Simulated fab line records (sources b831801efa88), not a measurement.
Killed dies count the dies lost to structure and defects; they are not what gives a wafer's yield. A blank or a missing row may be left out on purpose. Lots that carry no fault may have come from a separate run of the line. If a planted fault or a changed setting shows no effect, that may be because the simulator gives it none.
Which tool was responsible? | flow gf180mcu | Sampling: 13 lots, 39 wafers, 6 of 602 route steps

== WHAT EACH GAUGE READ, for each wafer ==
GF_MVSD_TW_MEAS_11.
lot  | measured     | on            | MVSD_TW
L719 | day 4 17:26  | film_metro-02 | 1580 1574 1586
L720 | day 4 22:13  | film_metro-03 | 1563 1581 1564
L721 | day 5 04:31  | film_metro-03 | 1578 1580 1577
L722 | day 5 09:52  | film_metro-01 | 1568 1568 1568
L728 | day 6 20:54  | film_metro-03 | 1491 1495 1493 1492 1498 1494
L732 | day 8 01:46  | film_metro-03 | 1548 1551 1561
L735 | day 9 00:20  | film_metro-02 | 1572 1580 1573
L736 | day 9 00:25  | film_metro-01 | 1570 1584 1571
L737 | day 9 04:49  | film_metro-02 | 1581 1585 1581
L738 | day 9 13:08  | film_metro-03 | 1564 1566 1574
L739 | day 9 18:05  | film_metro-01 | 1581 1578 1571
L740 | day 9 23:05  | film_metro-01 | 1578 1562 1572
L741 | day 10 05:15 | film_metro-03 | 1575 1571 1567

GF_VT_IMPLANT_TW_MEAS_21.
lot  | measured     | on            | VT_IMPLANT_2_TW
L719 | day 6 13:31  | film_metro-04 | 1222 1223 1228
L720 | day 6 18:27  | film_metro-01 | 1208 1213 1206
L721 | day 7 01:03  | film_metro-01 | 1220 1217 1214
L722 | day 7 07:35  | film_metro-04 | 1229 1224 1225
L728 | day 8 22:58  | film_metro-04 | 1229 1228 1226
L732 | day 10 04:25 | film_metro-04 | 1221 1222 1217
L735 | day 11 06:41 | film_metro-03 | 1200 1196 1212
L736 | day 11 07:21 | film_metro-04 | 1230 1229 1224
L737 | day 11 11:57 | film_metro-04 | 1219 1220 1219
L738 | day 11 19:36 | film_metro-04 | 1226 1224 1225
L739 | day 12 00:04 | film_metro-03 | 1202 1206 1204
L740 | day 12 07:16 | film_metro-01 | 1210 1213 1207
L741 | day 12 13:44 | film_metro-01 | 1206 1206 1202

GF_POLY_GATE_OVL_MEAS_11.
lot  | measured     | on         | POLY_GATE_OVL (nm)
L719 | day 9 17:07  | overlay-01 | -8 -8 -13
L720 | day 9 21:01  | overlay-01 | -1 -4 -3
L721 | day 10 01:25 | overlay-01 | -13 2 -7
L722 | day 10 10:53 | overlay-01 | -4 0 3
L728 | day 12 09:07 | overlay-01 | -10 -11 -11
L732 | day 13 23:55 | overlay-01 | 1 -4 -5
L735 | day 14 20:24 | overlay-01 | -8 -6 -3
L736 | day 14 20:23 | overlay-02 | -7 -10 -14
L737 | day 15 02:04 | overlay-02 | -6 -8 -5
L738 | day 15 10:07 | overlay-02 | -10 -2 1
L739 | day 15 16:37 | overlay-01 | -1 6 -3
L740 | day 16 04:26 | overlay-02 | -3 1 -1
L741 | day 16 07:57 | overlay-01 | -7 -10 -4

== EACH LOT AND THE TOOL THAT RAN IT (in order: tool; ch and the chambers of the sampled wafers; start) ==
lot  | GF_STI_ETCH_14                  | GF_LVPWELL_STRIP_10                 | GF_MVSD_STRIP_10
L719 | rie_si-02 ch 0,2, day 2 07:19   | plasma_asher-04 ch 0,1, day 4 03:32 | plasma_asher-01 ch 0,1, day 4 17:19
L720 | rie_si-02 ch 0,1,2, day 2 12:45 | plasma_asher-01 ch 0,1, day 4 08:02 | plasma_asher-03 ch 0,1, day 4 22:06
L721 | rie_si-01 ch 2,3, day 2 17:41   | plasma_asher-01 ch 0, day 4 14:06   | plasma_asher-03 ch 0,1, day 5 04:25
L722 | rie_si-01 ch 0,1,2, day 2 21:45 | plasma_asher-04 ch 0,1, day 4 19:22 | plasma_asher-01 ch 0,1, day 5 09:45
L728 | rie_si-01 ch 0,2, day 4 05:17   | plasma_asher-04 ch 0,1, day 6 06:08 | plasma_asher-01 ch 0,1, day 6 20:49
L732 | rie_si-01 ch 1,2,3, day 5 03:20 | plasma_asher-01 ch 0,1, day 7 09:04 | plasma_asher-02 ch 0,1, day 8 01:39
L735 | rie_si-02 ch 0,1, day 5 20:17   | plasma_asher-02 ch 0,1, day 8 06:54 | plasma_asher-03 ch 0,1, day 9 00:14
L736 | rie_si-02 ch 0,2, day 5 23:19   | plasma_asher-04 ch 0,1, day 8 07:08 | plasma_asher-02 ch 0,1, day 9 00:18
L737 | rie_si-01 ch 0,2,3, day 6 03:12 | plasma_asher-01 ch 0,1, day 8 12:31 | plasma_asher-01 ch 0, day 9 04:43
L738 | rie_si-02 ch 0,1,2, day 6 12:12 | plasma_asher-02 ch 0,1, day 8 19:41 | plasma_asher-01 ch 0,1, day 9 13:02
L739 | rie_si-01 ch 0,1,2, day 6 15:42 | plasma_asher-02 ch 0,1, day 8 23:53 | plasma_asher-02 ch 0,1, day 9 17:59
L740 | rie_si-01 ch 0,2,3, day 6 23:14 | plasma_asher-02 ch 0,1, day 9 05:26 | plasma_asher-01 ch 0,1, day 9 23:01
L741 | rie_si-02 ch 2,3, day 7 04:06   | plasma_asher-01 ch 0,1, day 9 11:32 | plasma_asher-01 ch 0,1, day 10 05:09
- GF_STI_ETCH_14: etches Si in HBr/Cl2/O2, target depth 360 nm, time 102.9 s.
- GF_LVPWELL_STRIP_10: strips in O2/N2.
- GF_MVSD_STRIP_10: strips in O2/N2.

== WHAT THE TOOLS THEMSELVES READ (means of the sampled wafers that have a number; where no wafer has one, the mark that the record gives instead) ==
GF_STI_ETCH_14.
lot  | tool      | drypump_motor_current_A (A) | oes_product_au (a.u.) | throttle_valve_pct (%)
L719 | rie_si-02 | 5.6                         | 1.006                 | 25.646
L720 | rie_si-02 | 5.6                         | 1.005                 | 25.658
L721 | rie_si-01 | 5.6                         | 1.007                 | 25.653
L722 | rie_si-01 | 5.9                         | 1.001                 | 25.662
L728 | rie_si-01 | 5.9                         | 0.999                 | 25.658
L732 | rie_si-01 | 5.8                         | 1.002                 | 25.650
L735 | rie_si-02 | 5.4                         | 0.997                 | 25.659
L736 | rie_si-02 | 5.5                         | 0.999                 | 25.658
L737 | rie_si-01 | 5.7                         | 0.997                 | 25.661
L738 | rie_si-02 | 5.6                         | 0.998                 | 25.651
L739 | rie_si-01 | 5.9                         | 1.007                 | 25.647
L740 | rie_si-01 | 5.7                         | 0.998                 | 25.655
L741 | rie_si-02 | 5.8                         | 1.000                 | 25.658

GF_LVPWELL_STRIP_10.
lot  | tool            | drypump_motor_current_A (A) | heater_power_w (W) | o2_flow_sccm (sccm) | oes_product_au (a.u.) | strip_time_to_endpoint_s (s)
L719 | plasma_asher-04 | 5.4                         | 292                | 2998                | 0.726                 | 37.12
L720 | plasma_asher-01 | 5.5                         | 326                | 2999                | 0.724                 | 36.95
L721 | plasma_asher-01 | 6.2                         | 312                | 2998                | 0.724                 | 36.87
L722 | plasma_asher-04 | 5.6                         | 301                | 3010                | 0.723                 | 36.90
L728 | plasma_asher-04 | 5.6                         | 297                | 2992                | 0.967                 | -
L732 | plasma_asher-01 | 5.9                         | 315                | 2999                | 0.722                 | 36.95
L735 | plasma_asher-02 | 6.1                         | 338                | 3004                | 0.722                 | 37.06
L736 | plasma_asher-04 | 5.6                         | 304                | 2995                | 0.724                 | 36.91
L737 | plasma_asher-01 | 5.5                         | 323                | 3004                | 0.723                 | 37.12
L738 | plasma_asher-02 | 5.7                         | 311                | 3004                | 0.726                 | 36.84
L739 | plasma_asher-02 | 5.7                         | 312                | 2991                | 0.716                 | 37.02
L740 | plasma_asher-02 | 5.7                         | 314                | 3003                | 0.719                 | 37.07
L741 | plasma_asher-01 | 5.5                         | 334                | 3009                | 0.721                 | 36.96

GF_MVSD_STRIP_10.
lot  | tool            | drypump_motor_current_A (A) | heater_power_w (W) | o2_flow_sccm (sccm) | oes_product_au (a.u.) | strip_time_to_endpoint_s (s)
L719 | plasma_asher-01 | 5.9                         | 317                | 2997                | 0.723                 | 37.12
L720 | plasma_asher-03 | 5.6                         | 364                | 3002                | 0.728                 | 37.07
L721 | plasma_asher-03 | 5.6                         | 364                | 2996                | 0.723                 | 37.09
L722 | plasma_asher-01 | 5.5                         | 330                | 3008                | 0.728                 | 36.98
L728 | plasma_asher-01 | 5.5                         | 326                | 2994                | 0.728                 | 41.73
L732 | plasma_asher-02 | 5.7                         | 315                | 3000                | 0.724                 | 37.02
L735 | plasma_asher-03 | 5.6                         | 366                | 3009                | 0.723                 | 36.79
L736 | plasma_asher-02 | 6.0                         | 334                | 3012                | 0.722                 | 36.94
L737 | plasma_asher-01 | 6.1                         | 302                | 2994                | 0.720                 | 37.01
L738 | plasma_asher-01 | 5.5                         | 335                | 3008                | 0.725                 | 36.84
L739 | plasma_asher-02 | 5.7                         | 312                | 2998                | 0.723                 | 36.93
L740 | plasma_asher-01 | 5.9                         | 317                | 3003                | 0.725                 | 36.82
L741 | plasma_asher-01 | 5.5                         | 332                | 2992                | 0.722                 | 36.81

== THE ANSWER, worked out from the rows above alone ==
Rule: usual is defined by the lots themselves. Put in order of their means at a reading, lots are off if they are a third of the lots or fewer, leave a main group of 4 or more, and stand apart from it by a gap of 3 or more times the standard deviation of the main group's means; of several such gaps the widest counts. A main group whose means are all the same, to the digits that the tables above print for the reading, isn't used. Also off: a lot with no number at a reading for which 4 or more lots have one. All remaining lots with rows at the step are treated as sound. Order of review: gauges by route order, followed by the tools' own readings, for which a lot's mean as printed above is used. At the first step where some lot is off, the reading lying furthest off is the one used; lots without a number count as furthest.
Off: L728, at GF_MVSD_TW_MEAS_11 (MVSD_TW). The main group: mean 1572, standard deviation 7.3.
A tool fits if, at a process step before that reading, it ran every lot that is off, and no sound lot after the first of them. The gauges at GF_MVSD_TW_MEAS_11 aren't tried: what is off there is off at GF_LVPWELL_STRIP_10 too, on other tools, and a gauge's error can't cause that. None of those tried fits.

== WHAT HAD BEEN PUT IN BY THE SIMULATOR ==
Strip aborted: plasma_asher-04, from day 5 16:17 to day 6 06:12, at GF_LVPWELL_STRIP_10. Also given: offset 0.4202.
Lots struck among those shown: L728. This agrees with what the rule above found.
